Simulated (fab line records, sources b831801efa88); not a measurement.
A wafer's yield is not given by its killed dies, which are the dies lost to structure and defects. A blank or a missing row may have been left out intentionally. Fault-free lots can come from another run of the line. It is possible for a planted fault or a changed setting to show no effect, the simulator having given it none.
Which tool did it? || flow gf180mcu || 24 lots, 72 wafers sampled, at 3 steps of a route of 602

WHAT EACH GAUGE READ, for each wafer
GF_V1_THK_MEAS_25: measures by xrf. Usual: V1_W_THK gives 343 nm (standard deviation 7.1).
{"lot": "L074", "measured": "day 18 08:20", "on": "filmMetro-02", "V1_W_THK (nm)": "332 337 334", "flag": ""}
{"lot": "L075", "measured": "day 18 16:58", "on": "filmMetro-02", "V1_W_THK (nm)": "335 341 337", "flag": ""}
{"lot": "L076", "measured": "day 18 21:30", "on": "filmMetro-02", "V1_W_THK (nm)": "339 339 344", "flag": ""}
{"lot": "L077", "measured": "day 19 05:50", "on": "filmMetro-03", "V1_W_THK (nm)": "343 337 340", "flag": ""}
{"lot": "L078", "measured": "day 19 19:23", "on": "filmMetro-01", "V1_W_THK (nm)": "346 351 351", "flag": ""}
{"lot": "L079", "measured": "day 20 00:02", "on": "filmMetro-02", "V1_W_THK (nm)": "348 344 336", "flag": ""}
{"lot": "L080", "measured": "day 20 08:41", "on": "filmMetro-03", "V1_W_THK (nm)": "348 343 349", "flag": ""}
{"lot": "L081", "measured": "day 20 23:22", "on": "filmMetro-02", "V1_W_THK (nm)": "346 351 349", "flag": ""}
{"lot": "L082", "measured": "day 21 07:24", "on": "filmMetro-01", "V1_W_THK (nm)": "340 343 349", "flag": ""}
{"lot": "L083", "measured": "day 21 12:32", "on": "filmMetro-03", "V1_W_THK (nm)": "345 351 343", "flag": ""}
{"lot": "L084", "measured": "day 22 05:44", "on": "filmMetro-01", "V1_W_THK (nm)": "348 343 351", "flag": ""}
{"lot": "L085", "measured": "day 22 13:13", "on": "filmMetro-02", "V1_W_THK (nm)": "333 328 330", "flag": ""}
{"lot": "L086", "measured": "day 22 20:45", "on": "filmMetro-03", "V1_W_THK (nm)": "337 339 334", "flag": ""}
{"lot": "L087", "measured": "day 23 03:09", "on": "filmMetro-01", "V1_W_THK (nm)": "356 343 355", "flag": ""}
{"lot": "L088", "measured": "day 23 13:22", "on": "filmMetro-02", "V1_W_THK (nm)": "333 345 337", "flag": ""}
{"lot": "L089", "measured": "day 23 20:08", "on": "filmMetro-03", "V1_W_THK (nm)": "340 355 352", "flag": ""}
{"lot": "L090", "measured": "day 24 00:46", "on": "filmMetro-01", "V1_W_THK (nm)": "350 353 357", "flag": ""}
{"lot": "L091", "measured": "day 24 10:10", "on": "filmMetro-03", "V1_W_THK (nm)": "351 346 345", "flag": ""}
{"lot": "L092", "measured": "day 24 18:48", "on": "filmMetro-02", "V1_W_THK (nm)": "335 338 331", "flag": ""}
{"lot": "L093", "measured": "day 25 00:02", "on": "filmMetro-02", "V1_W_THK (nm)": "337 334 336", "flag": ""}
{"lot": "L094", "measured": "day 25 13:01", "on": "filmMetro-02", "V1_W_THK (nm)": "331 330 333", "flag": ""}
{"lot": "L095", "measured": "day 25 19:08", "on": "filmMetro-01", "V1_W_THK (nm)": "353 341 351", "flag": ""}
{"lot": "L096", "measured": "day 26 07:19", "on": "filmMetro-01", "V1_W_THK (nm)": "355 346 347", "flag": ""}
{"lot": "L097", "measured": "day 26 14:33", "on": "filmMetro-01", "V1_W_THK (nm)": "337 341 342", "flag": ""}

GF_V2_THK_MEAS_03. Usual: V2_CVD_02_THK gives 853 nm (standard deviation 13).
{"lot": "L074", "measured": "day 19 10:05", "on": "filmMetro-02", "V2_CVD_02_THK (nm)": "849 846 868", "flag": ""}
{"lot": "L075", "measured": "day 19 18:38", "on": "filmMetro-04", "V2_CVD_02_THK (nm)": "867 852 875", "flag": ""}
{"lot": "L076", "measured": "day 19 23:00", "on": "filmMetro-04", "V2_CVD_02_THK (nm)": "856 865 858", "flag": ""}
{"lot": "L077", "measured": "day 20 07:37", "on": "filmMetro-04", "V2_CVD_02_THK (nm)": "860 851 863", "flag": ""}
{"lot": "L078", "measured": "day 20 20:44", "on": "filmMetro-04", "V2_CVD_02_THK (nm)": "860 855 864", "flag": ""}
{"lot": "L079", "measured": "day 21 01:45", "on": "filmMetro-04", "V2_CVD_02_THK (nm)": "847 847 865", "flag": ""}
{"lot": "L080", "measured": "day 21 10:22", "on": "filmMetro-02", "V2_CVD_02_THK (nm)": "852 867 865", "flag": ""}
{"lot": "L081", "measured": "day 22 00:41", "on": "filmMetro-04", "V2_CVD_02_THK (nm)": "853 850 840", "flag": ""}
{"lot": "L082", "measured": "day 22 08:48", "on": "filmMetro-03", "V2_CVD_02_THK (nm)": "850 846 872", "flag": ""}
{"lot": "L083", "measured": "day 22 13:59", "on": "filmMetro-04", "V2_CVD_02_THK (nm)": "855 864 866", "flag": ""}
{"lot": "L084", "measured": "day 23 06:19", "on": "filmMetro-04", "V2_CVD_02_THK (nm)": "875 851 864", "flag": ""}
{"lot": "L085", "measured": "day 23 13:14", "on": "filmMetro-03", "V2_CVD_02_THK (nm)": "864 873 856", "flag": ""}
{"lot": "L086", "measured": "day 23 20:47", "on": "filmMetro-03", "V2_CVD_02_THK (nm)": "852 838 837", "flag": ""}
{"lot": "L087", "measured": "day 24 02:53", "on": "filmMetro-04", "V2_CVD_02_THK (nm)": "838 860 865", "flag": ""}
{"lot": "L088", "measured": "day 24 12:56", "on": "filmMetro-04", "V2_CVD_02_THK (nm)": "847 856 854", "flag": ""}
{"lot": "L089", "measured": "day 24 20:26", "on": "filmMetro-02", "V2_CVD_02_THK (nm)": "840 846 866", "flag": ""}
{"lot": "L090", "measured": "day 25 00:35", "on": "filmMetro-03", "V2_CVD_02_THK (nm)": "847 858 877", "flag": ""}
{"lot": "L091", "measured": "day 25 09:33", "on": "filmMetro-03", "V2_CVD_02_THK (nm)": "853 831 850", "flag": ""}
{"lot": "L092", "measured": "day 25 17:38", "on": "filmMetro-03", "V2_CVD_02_THK (nm)": "854 858 866", "flag": ""}
{"lot": "L093", "measured": "day 25 23:25", "on": "filmMetro-03", "V2_CVD_02_THK (nm)": "817 848 834", "flag": ""}
{"lot": "L094", "measured": "day 26 12:14", "on": "filmMetro-04", "V2_CVD_02_THK (nm)": "829 847 848", "flag": ""}
{"lot": "L095", "measured": "day 26 17:46", "on": "filmMetro-04", "V2_CVD_02_THK (nm)": "845 864 873", "flag": ""}
{"lot": "L096", "measured": "day 27 06:06", "on": "filmMetro-03", "V2_CVD_02_THK (nm)": "831 835 849", "flag": ""}
{"lot": "L097", "measured": "day 27 13:04", "on": "filmMetro-04", "V2_CVD_02_THK (nm)": "851 852 859", "flag": ""}

WHAT TOOL EACH LOT RAN ON (gives the tool, then ch and the chambers of the sampled wafers, and finally the start)
{"lot": "L074", "GF_VT_IMPLANT_STRIP_09": "plasmaAsher-02 ch 0,1, day 5 17:20"}
{"lot": "L075", "GF_VT_IMPLANT_STRIP_09": "plasmaAsher-02 ch 0,1, day 6 00:12"}
{"lot": "L076", "GF_VT_IMPLANT_STRIP_09": "plasmaAsher-01 ch 0,1, day 6 02:10"}
{"lot": "L077", "GF_VT_IMPLANT_STRIP_09": "plasmaAsher-04 ch 0,1, day 6 10:18"}
{"lot": "L078", "GF_VT_IMPLANT_STRIP_09": "plasmaAsher-02 ch 0,1, day 6 17:10"}
{"lot": "L079", "GF_VT_IMPLANT_STRIP_09": "plasmaAsher-02 ch 0,1, day 6 19:00"}
{"lot": "L080", "GF_VT_IMPLANT_STRIP_09": "plasmaAsher-02 ch 0,1, day 7 04:03"}
{"lot": "L081", "GF_VT_IMPLANT_STRIP_09": "plasmaAsher-02 ch 0,1, day 7 10:08"}
{"lot": "L082", "GF_VT_IMPLANT_STRIP_09": "plasmaAsher-04 ch 0,1, day 7 16:07"}
{"lot": "L083", "GF_VT_IMPLANT_STRIP_09": "plasmaAsher-01 ch 0,1, day 7 22:36"}
{"lot": "L084", "GF_VT_IMPLANT_STRIP_09": "plasmaAsher-01 ch 0,1, day 8 07:54"}
{"lot": "L085", "GF_VT_IMPLANT_STRIP_09": "plasmaAsher-04 ch 0,1, day 8 12:19"}
{"lot": "L086", "GF_VT_IMPLANT_STRIP_09": "plasmaAsher-02 ch 0,1, day 8 18:51"}
{"lot": "L087", "GF_VT_IMPLANT_STRIP_09": "plasmaAsher-02 ch 0,1, day 8 21:54"}
{"lot": "L088", "GF_VT_IMPLANT_STRIP_09": "plasmaAsher-02 ch 0,1, day 9 04:50"}
{"lot": "L089", "GF_VT_IMPLANT_STRIP_09": "plasmaAsher-04 ch 0, day 9 10:27"}
{"lot": "L090", "GF_VT_IMPLANT_STRIP_09": "plasmaAsher-04 ch 0,1, day 9 14:52"}
{"lot": "L091", "GF_VT_IMPLANT_STRIP_09": "plasmaAsher-01 ch 0,1, day 9 22:41"}
{"lot": "L092", "GF_VT_IMPLANT_STRIP_09": "plasmaAsher-04 ch 0,1, day 10 06:54"}
{"lot": "L093", "GF_VT_IMPLANT_STRIP_09": "plasmaAsher-02 ch 0,1, day 10 13:25"}
{"lot": "L094", "GF_VT_IMPLANT_STRIP_09": "plasmaAsher-01 ch 0,1, day 10 20:57"}
{"lot": "L095", "GF_VT_IMPLANT_STRIP_09": "plasmaAsher-02 ch 0,1, day 11 08:14"}
{"lot": "L096", "GF_VT_IMPLANT_STRIP_09": "plasmaAsher-04 ch 0,1, day 11 15:18"}
{"lot": "L097", "GF_VT_IMPLANT_STRIP_09": "plasmaAsher-02 ch 0,1, day 11 20:44"}
- GF_VT_IMPLANT_STRIP_09: strips in O2/N2.

AS READ BY THE TOOLS THEMSELVES (means over the sampled wafers that have a number; for cases with no such wafer, the mark the record gives instead)
GF_VT_IMPLANT_STRIP_09. Usual: drypumpMotorCurrentA 5.5 A, standard deviation 0.44; heaterPowerW 337 W, standard deviation 19; oesProductAu 0.716 a.u., standard deviation 0.0046; platenTempC 250.00 C, standard deviation 0.17; stripTimeToEndpointS 12.629 s, standard deviation 0.029.
{"lot": "L074", "tool": "plasmaAsher-02", "drypumpMotorCurrentA (A)": 5.1, "heaterPowerW (W)": 350, "oesProductAu (a.u.)": 0.716, "platenTempC (C)": 250.10, "stripTimeToEndpointS (s)": 12.608, "flag": ""}
{"lot": "L075", "tool": "plasmaAsher-02", "drypumpMotorCurrentA (A)": 5.1, "heaterPowerW (W)": 357, "oesProductAu (a.u.)": 0.714, "platenTempC (C)": 250.18, "stripTimeToEndpointS (s)": 12.619, "flag": ""}
{"lot": "L076", "tool": "plasmaAsher-01", "drypumpMotorCurrentA (A)": 5.8, "heaterPowerW (W)": 332, "oesProductAu (a.u.)": 0.720, "platenTempC (C)": 250.11, "stripTimeToEndpointS (s)": 12.617, "flag": ""}
{"lot": "L077", "tool": "plasmaAsher-04", "drypumpMotorCurrentA (A)": 6.0, "heaterPowerW (W)": 326, "oesProductAu (a.u.)": 0.717, "platenTempC (C)": 250.01, "stripTimeToEndpointS (s)": 12.613, "flag": ""}
{"lot": "L078", "tool": "plasmaAsher-02", "drypumpMotorCurrentA (A)": 5.2, "heaterPowerW (W)": 339, "oesProductAu (a.u.)": 0.715, "platenTempC (C)": 250.04, "stripTimeToEndpointS (s)": 12.651, "flag": ""}
{"lot": "L079", "tool": "plasmaAsher-02", "drypumpMotorCurrentA (A)": 5.2, "heaterPowerW (W)": 336, "oesProductAu (a.u.)": 0.716, "platenTempC (C)": 249.94, "stripTimeToEndpointS (s)": 12.641, "flag": ""}
{"lot": "L080", "tool": "plasmaAsher-02", "drypumpMotorCurrentA (A)": 5.2, "heaterPowerW (W)": 333, "oesProductAu (a.u.)": 0.718, "platenTempC (C)": 249.89, "stripTimeToEndpointS (s)": 12.676, "flag": ""}
{"lot": "L081", "tool": "plasmaAsher-02", "drypumpMotorCurrentA (A)": 5.1, "heaterPowerW (W)": 350, "oesProductAu (a.u.)": 0.716, "platenTempC (C)": 249.65, "stripTimeToEndpointS (s)": 12.583, "flag": ""}
{"lot": "L082", "tool": "plasmaAsher-04", "drypumpMotorCurrentA (A)": 5.9, "heaterPowerW (W)": 325, "oesProductAu (a.u.)": 0.712, "platenTempC (C)": 249.97, "stripTimeToEndpointS (s)": 12.624, "flag": ""}
{"lot": "L083", "tool": "plasmaAsher-01", "drypumpMotorCurrentA (A)": 5.9, "heaterPowerW (W)": 329, "oesProductAu (a.u.)": 0.715, "platenTempC (C)": 249.90, "stripTimeToEndpointS (s)": 12.634, "flag": ""}
{"lot": "L084", "tool": "plasmaAsher-01", "drypumpMotorCurrentA (A)": 5.8, "heaterPowerW (W)": 335, "oesProductAu (a.u.)": 0.720, "platenTempC (C)": 249.95, "stripTimeToEndpointS (s)": 12.639, "flag": ""}
{"lot": "L085", "tool": "plasmaAsher-04", "drypumpMotorCurrentA (A)": 5.6, "heaterPowerW (W)": 338, "oesProductAu (a.u.)": 0.717, "platenTempC (C)": 249.95, "stripTimeToEndpointS (s)": 12.621, "flag": ""}
{"lot": "L086", "tool": "plasmaAsher-02", "drypumpMotorCurrentA (A)": 5.2, "heaterPowerW (W)": 338, "oesProductAu (a.u.)": 0.717, "platenTempC (C)": 250.14, "stripTimeToEndpointS (s)": 12.613, "flag": ""}
{"lot": "L087", "tool": "plasmaAsher-02", "drypumpMotorCurrentA (A)": 5.1, "heaterPowerW (W)": 347, "oesProductAu (a.u.)": 0.711, "platenTempC (C)": 249.99, "stripTimeToEndpointS (s)": 12.632, "flag": ""}
{"lot": "L088", "tool": "plasmaAsher-02", "drypumpMotorCurrentA (A)": 5.1, "heaterPowerW (W)": 352, "oesProductAu (a.u.)": 0.716, "platenTempC (C)": 249.95, "stripTimeToEndpointS (s)": 12.603, "flag": ""}
{"lot": "L089", "tool": "plasmaAsher-04", "drypumpMotorCurrentA (A)": 6.3, "heaterPowerW (W)": 313, "oesProductAu (a.u.)": 0.716, "platenTempC (C)": 250.05, "stripTimeToEndpointS (s)": 12.646, "flag": ""}
{"lot": "L090", "tool": "plasmaAsher-04", "drypumpMotorCurrentA (A)": 5.7, "heaterPowerW (W)": 331, "oesProductAu (a.u.)": 0.715, "platenTempC (C)": 250.00, "stripTimeToEndpointS (s)": 12.642, "flag": ""}
{"lot": "L091", "tool": "plasmaAsher-01", "drypumpMotorCurrentA (A)": 5.8, "heaterPowerW (W)": 335, "oesProductAu (a.u.)": 0.716, "platenTempC (C)": 249.97, "stripTimeToEndpointS (s)": 12.622, "flag": ""}
{"lot": "L092", "tool": "plasmaAsher-04", "drypumpMotorCurrentA (A)": 6.0, "heaterPowerW (W)": 327, "oesProductAu (a.u.)": 0.720, "platenTempC (C)": 250.11, "stripTimeToEndpointS (s)": 12.621, "flag": ""}
{"lot": "L093", "tool": "plasmaAsher-02", "drypumpMotorCurrentA (A)": 5.2, "heaterPowerW (W)": 337, "oesProductAu (a.u.)": 0.719, "platenTempC (C)": 250.14, "stripTimeToEndpointS (s)": 12.659, "flag": ""}
{"lot": "L094", "tool": "plasmaAsher-01", "drypumpMotorCurrentA (A)": 5.8, "heaterPowerW (W)": 335, "oesProductAu (a.u.)": 0.719, "platenTempC (C)": 250.26, "stripTimeToEndpointS (s)": 12.679, "flag": ""}
{"lot": "L095", "tool": "plasmaAsher-02", "drypumpMotorCurrentA (A)": 5.1, "heaterPowerW (W)": 352, "oesProductAu (a.u.)": 0.719, "platenTempC (C)": 250.05, "stripTimeToEndpointS (s)": 12.607, "flag": ""}
{"lot": "L096", "tool": "plasmaAsher-04", "drypumpMotorCurrentA (A)": 6.0, "heaterPowerW (W)": 328, "oesProductAu (a.u.)": 0.717, "platenTempC (C)": 250.08, "stripTimeToEndpointS (s)": 12.600, "flag": ""}
{"lot": "L097", "tool": "plasmaAsher-02", "drypumpMotorCurrentA (A)": 5.2, "heaterPowerW (W)": 336, "oesProductAu (a.u.)": 0.717, "platenTempC (C)": 249.87, "stripTimeToEndpointS (s)": 12.639, "flag": ""}

THE ANSWER, worked out from the rows above alone
Rule: a lot counts as off when the mean over its wafers that have a number is more than 3 standard deviations away from the usual mean. A lot without any number at a reading at which 4 lots or more have one is off too. Where the step has rows for the other lots, those lots are counted as sound. The gauges are gone through in route order, then the tools' own readings, and for those a lot's mean is taken as printed above. At the first step where some lot is off, the reading lying furthest off is the one used; lots without a number count as furthest.
No lot is off at any reading shown: from this, nothing can be told.

WHAT HAD BEEN PUT IN BY THE SIMULATOR
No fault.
